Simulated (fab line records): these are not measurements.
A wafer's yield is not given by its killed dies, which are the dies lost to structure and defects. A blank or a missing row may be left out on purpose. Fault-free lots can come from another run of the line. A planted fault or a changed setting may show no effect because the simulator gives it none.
Shared-tool check || flow gf180mcu || 34 wafers sampled across 10 lots

== WHY IT WAS OPENED ==
At GF_MIM_RS_MEAS_10 the reading MIM_ALCU_RS is flagged on 2 of 10 lots. No-fault wafers: 0.1610 ohm/sq, standard deviation 0.0019.
Rule: a lot gets a flag if all its wafers with a number sit over 4 standard deviations from that mean, or if no wafer of it has a number. As for the other lots, they are considered sound.

{"lot": "L473", "measured": "day 25 03:56", "on": "film_metro-03", "MIM_ALCU_RS (ohm/sq), wafer by wafer": "0.1643 0.1616 0.1614", "flag": ""}
{"lot": "L475", "measured": "day 25 21:40", "on": "film_metro-02", "MIM_ALCU_RS (ohm/sq), wafer by wafer": "0.1625 0.1650 0.1631", "flag": ""}
{"lot": "L482", "measured": "day 28 10:11", "on": "film_metro-02", "MIM_ALCU_RS (ohm/sq), wafer by wafer": "0.1400 0.1402 0.1400 0.1403", "flag": "FLAGGED"}
{"lot": "L485", "measured": "day 29 03:11", "on": "film_metro-02", "MIM_ALCU_RS (ohm/sq), wafer by wafer": "0.1431 0.1426 0.1414 0.1434 0.1427 0.1413", "flag": "FLAGGED"}
{"lot": "L487", "measured": "day 29 16:40", "on": "film_metro-02", "MIM_ALCU_RS (ohm/sq), wafer by wafer": "0.1624 0.1635 0.1636", "flag": ""}
{"lot": "L488", "measured": "day 29 23:28", "on": "film_metro-03", "MIM_ALCU_RS (ohm/sq), wafer by wafer": "0.1571 0.1584 0.1593", "flag": ""}
{"lot": "L490", "measured": "day 30 11:16", "on": "film_metro-03", "MIM_ALCU_RS (ohm/sq), wafer by wafer": "0.1576 0.1570 0.1587", "flag": ""}
{"lot": "L492", "measured": "day 30 23:09", "on": "film_metro-03", "MIM_ALCU_RS (ohm/sq), wafer by wafer": "0.1600 0.1609 0.1619", "flag": ""}
{"lot": "L493", "measured": "day 31 05:35", "on": "film_metro-02", "MIM_ALCU_RS (ohm/sq), wafer by wafer": "0.1625 0.1630 0.1611", "flag": ""}
{"lot": "L494", "measured": "day 31 15:22", "on": "film_metro-02", "MIM_ALCU_RS (ohm/sq), wafer by wafer": "0.1638 0.1628 0.1621", "flag": ""}
The numbers of the flagged lots are 0.1415 ohm/sq on average: -0.0195 ohm/sq against the usual, or -10 standard deviations.

== TOOL THAT RAN EACH LOT ==
Before the reading, the record contains 3 process steps out of a 602-step route. Every cell lists first the tool, next ch and the chambers used by the sampled wafers, and last the start.
{"lot": "L473", "flag": "", "GF_M4_METAL_ETCH_16": "rie_metal-04 ch 0,1, day 24 02:29", "GF_M4_STRIP_17": "plasma_asher-04 ch 0,1, day 24 02:38", "GF_MIM_SPUTTER_08": "pvd_sputter-03, day 25 03:52"}
{"lot": "L475", "flag": "", "GF_M4_METAL_ETCH_16": "rie_metal-04 ch 0,1, day 24 21:38", "GF_M4_STRIP_17": "plasma_asher-03 ch 0,1, day 24 21:44", "GF_MIM_SPUTTER_08": "pvd_sputter-03, day 25 21:33"}
{"lot": "L482", "flag": "FLAGGED", "GF_M4_METAL_ETCH_16": "rie_metal-04 ch 1, day 27 10:59", "GF_M4_STRIP_17": "plasma_asher-03 ch 0,1, day 27 11:08", "GF_MIM_SPUTTER_08": "pvd_sputter-03, day 28 10:04"}
{"lot": "L485", "flag": "FLAGGED", "GF_M4_METAL_ETCH_16": "rie_metal-03 ch 0,1, day 28 04:47", "GF_M4_STRIP_17": "plasma_asher-04 ch 0,1, day 28 04:54", "GF_MIM_SPUTTER_08": "pvd_sputter-03, day 29 03:08"}
{"lot": "L487", "flag": "", "GF_M4_METAL_ETCH_16": "rie_metal-04 ch 0,1, day 28 18:55", "GF_M4_STRIP_17": "plasma_asher-03 ch 0,1, day 28 19:02", "GF_MIM_SPUTTER_08": "pvd_sputter-01, day 29 16:36"}
{"lot": "L488", "flag": "", "GF_M4_METAL_ETCH_16": "rie_metal-03 ch 0, day 29 01:16", "GF_M4_STRIP_17": "plasma_asher-02 ch 0,1, day 29 01:29", "GF_MIM_SPUTTER_08": "pvd_sputter-04, day 29 23:25"}
{"lot": "L490", "flag": "", "GF_M4_METAL_ETCH_16": "rie_metal-02 ch 0,1, day 29 13:39", "GF_M4_STRIP_17": "plasma_asher-02 ch 0, day 29 13:46", "GF_MIM_SPUTTER_08": "pvd_sputter-04, day 30 11:12"}
{"lot": "L492", "flag": "", "GF_M4_METAL_ETCH_16": "rie_metal-03 ch 0,1, day 30 01:59", "GF_M4_STRIP_17": "plasma_asher-03 ch 0,1, day 30 02:05", "GF_MIM_SPUTTER_08": "pvd_sputter-04, day 30 23:05"}
{"lot": "L493", "flag": "", "GF_M4_METAL_ETCH_16": "rie_metal-04 ch 0,1, day 30 08:22", "GF_M4_STRIP_17": "plasma_asher-04 ch 0,1, day 30 08:28", "GF_MIM_SPUTTER_08": "pvd_sputter-03, day 31 05:30"}
{"lot": "L494", "flag": "", "GF_M4_METAL_ETCH_16": "rie_metal-04 ch 1, day 30 18:22", "GF_M4_STRIP_17": "plasma_asher-04 ch 0,1, day 30 18:28", "GF_MIM_SPUTTER_08": "pvd_sputter-01, day 31 15:18"}
What these steps do:
- GF_M4_METAL_ETCH_16: etches the open film in Cl2/BCl3, stops on SiO2, target depth 627.5 nm, time 104.6 s.
- GF_M4_STRIP_17: strips in O2/N2.
- GF_MIM_SPUTTER_08: material AlCu, target thk 200 nm, time 10.6 s.
- GF_MIM_RS_MEAS_10: measures by four-point-probe.

== FLAGGED OVER TOTAL, TOOL BY TOOL (the gauges that took the reading come last) ==
{"step": "GF_M4_METAL_ETCH_16", "tool": "rie_metal-02", "lots run": 1, "flagged": 0, "share of the flagged lots": "none", "sound lots run after its first flagged lot": "-"}
{"step": "GF_M4_METAL_ETCH_16", "tool": "rie_metal-03", "lots run": 3, "flagged": 1, "share of the flagged lots": "some", "sound lots run after its first flagged lot": "2 (L488,L492)"}
{"step": "GF_M4_METAL_ETCH_16", "tool": "rie_metal-04", "lots run": 6, "flagged": 1, "share of the flagged lots": "some", "sound lots run after its first flagged lot": "3 (L487,L493,L494)"}
{"step": "GF_M4_STRIP_17", "tool": "plasma_asher-02", "lots run": 2, "flagged": 0, "share of the flagged lots": "none", "sound lots run after its first flagged lot": "-"}
{"step": "GF_M4_STRIP_17", "tool": "plasma_asher-03", "lots run": 4, "flagged": 1, "share of the flagged lots": "some", "sound lots run after its first flagged lot": "2 (L487,L492)"}
{"step": "GF_M4_STRIP_17", "tool": "plasma_asher-04", "lots run": 4, "flagged": 1, "share of the flagged lots": "some", "sound lots run after its first flagged lot": "2 (L493,L494)"}
{"step": "GF_MIM_SPUTTER_08", "tool": "pvd_sputter-01", "lots run": 2, "flagged": 0, "share of the flagged lots": "none", "sound lots run after its first flagged lot": "-"}
{"step": "GF_MIM_SPUTTER_08", "tool": "pvd_sputter-03", "lots run": 5, "flagged": 2, "share of the flagged lots": "all", "sound lots run after its first flagged lot": "1 (L493)"}
{"step": "GF_MIM_SPUTTER_08", "tool": "pvd_sputter-04", "lots run": 3, "flagged": 0, "share of the flagged lots": "none", "sound lots run after its first flagged lot": "-"}
{"step": "GF_MIM_RS_MEAS_10", "tool": "film_metro-02", "lots run": 6, "flagged": 2, "share of the flagged lots": "all", "sound lots run after its first flagged lot": "3 (L487,L493,L494)"}
{"step": "GF_MIM_RS_MEAS_10", "tool": "film_metro-03", "lots run": 4, "flagged": 0, "share of the flagged lots": "none", "sound lots run after its first flagged lot": "-"}

== WHAT THE TABLE ALLOWS ==
pvd_sputter-03 at GF_MIM_SPUTTER_08 and film_metro-02 at GF_MIM_RS_MEAS_10 are the 2 rows of the table that ran each flagged lot.
- pvd_sputter-03 at GF_MIM_SPUTTER_08: 2 of its 5 lots flagged. Sound lots followed the first flagged one (L493) on it, something a lasting fault affecting the whole tool could not allow.
- film_metro-02 at GF_MIM_RS_MEAS_10: 2 of its 6 lots flagged. Sound lots followed the first flagged one (L487, L493, L494) on it, something a lasting fault affecting the whole tool could not allow.
There is no row in the table that ran each flagged lot and no sound lot after the first.

== WHAT THE SIMULATOR HAD INSERTED ==
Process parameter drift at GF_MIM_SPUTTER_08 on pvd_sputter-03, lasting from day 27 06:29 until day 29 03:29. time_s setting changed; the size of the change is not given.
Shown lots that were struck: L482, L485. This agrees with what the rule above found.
